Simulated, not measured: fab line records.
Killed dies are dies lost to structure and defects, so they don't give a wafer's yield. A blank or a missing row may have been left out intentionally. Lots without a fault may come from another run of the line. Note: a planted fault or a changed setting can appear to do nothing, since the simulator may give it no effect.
Problem report, 8D (eight disciplines) form, completed by code -- flow sfq line -- the parts of the form that need people (team, actions taken, sign-off) are left out

## 1. PROBLEM STATEMENT
run length s at SFQ_TRILAYER_L0_VIA_BARC_OPEN_VIA_ETCH_021 reads a mean of 74.5 s on 4 wafers of 3 lots; wafers without a fault read 69.9 s with a standard deviation of 0.47. That is +9.7 standard deviations from the usual mean.
The step: etches BARC in O2, target depth 125 nm, time 41.7 s.
Earliest sighting: wafer L630.3 on rie diel-02 at day 10 06:15. Wafers with a number at this step in the record: 44, from 15 lots. Rule for "out" (also "out of limits"): further than 4 standard deviations from the usual mean. The rest of the wafers with a number are treated as sound.

## 2. WHAT THIS IS AND IS NOT
question,is,is not
which readings at this step,"run length s, oes product au","chamber pressure mTorr, drypump motor current A"
which lots,"L630, L632, L633","L620, L621, L622, L623, L625, L626, L627, L631, L637, L640, L641, L643"
which wafers of those lots,"L630.3, L632.3, L633.3, L633.6","L630.4, L632.1, L632.4, L633.4"
read on which tools,rie diel-02,"rie diel-03, rie diel-04"
when,from day 10 06:15,"up to then (22 sound wafers); but 18 sound wafers of L631, L632, L633, L637, L640, L641, L643 came after"

## 3. SUSPECTS, AND WHAT RULES EACH OUT
Counting: a tool at a process step up to the reading stays a suspect if it ran every lot that is out. Sound lots after the first of them don't rule it out here, since some wafers of a struck lot are sound.
- rie diel-02 at SFQ_TRILAYER_L0_VIA_BARC_OPEN_VIA_ETCH_021 (etches BARC in O2, target depth 125 nm, time 41.7 s): kept. Ran every lot that is out, first one L630 (day 10 06:15); last sound lot up to then L627 (day 9 15:45). Its own oes product au, run length s readings are out on those wafers.
The count leaves rie diel-02 at SFQ_TRILAYER_L0_VIA_BARC_OPEN_VIA_ETCH_021.

## 4. THE CAUSE (what the simulator had put in)
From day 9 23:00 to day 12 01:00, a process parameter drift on rie diel-02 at SFQ_TRILAYER_L0_VIA_BARC_OPEN_VIA_ETCH_021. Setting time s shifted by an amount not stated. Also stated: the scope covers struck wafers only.
The count eliminated every tool but this one.

## 5. THE EFFECT CHAIN, in route order
Each row: a reading where the mean over the struck wafers with a number is more than 3 standard deviations away from the usual. Only readings whose record carries a usual standard deviation are examined. hours: median over the lots of the time between each lot's start at the first step of this table that gives one and its start at this step. sigmas: the change, counted in usual standard deviations.
hours,step,reading,usual,on struck wafers,change,sigmas
0,SFQ_TRILAYER_L0_VIA_BARC_OPEN_VIA_ETCH_021,oes product au,0.685 a.u.,0.655,-0.030,-6.3
0,SFQ_TRILAYER_L0_VIA_BARC_OPEN_VIA_ETCH_021,run length s,69.9 s,74.5,+4.5,+9.7
It contains these process steps:
- SFQ_TRILAYER_L0_VIA_BARC_OPEN_VIA_ETCH_021: etches BARC in O2, target depth 125 nm, time 41.7 s.

## 6. HOW IT WOULD HAVE BEEN CAUGHT EARLIER
The fault began at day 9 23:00; the first out-of-limits reading in this record came at day 10 06:15, 7 hours later.
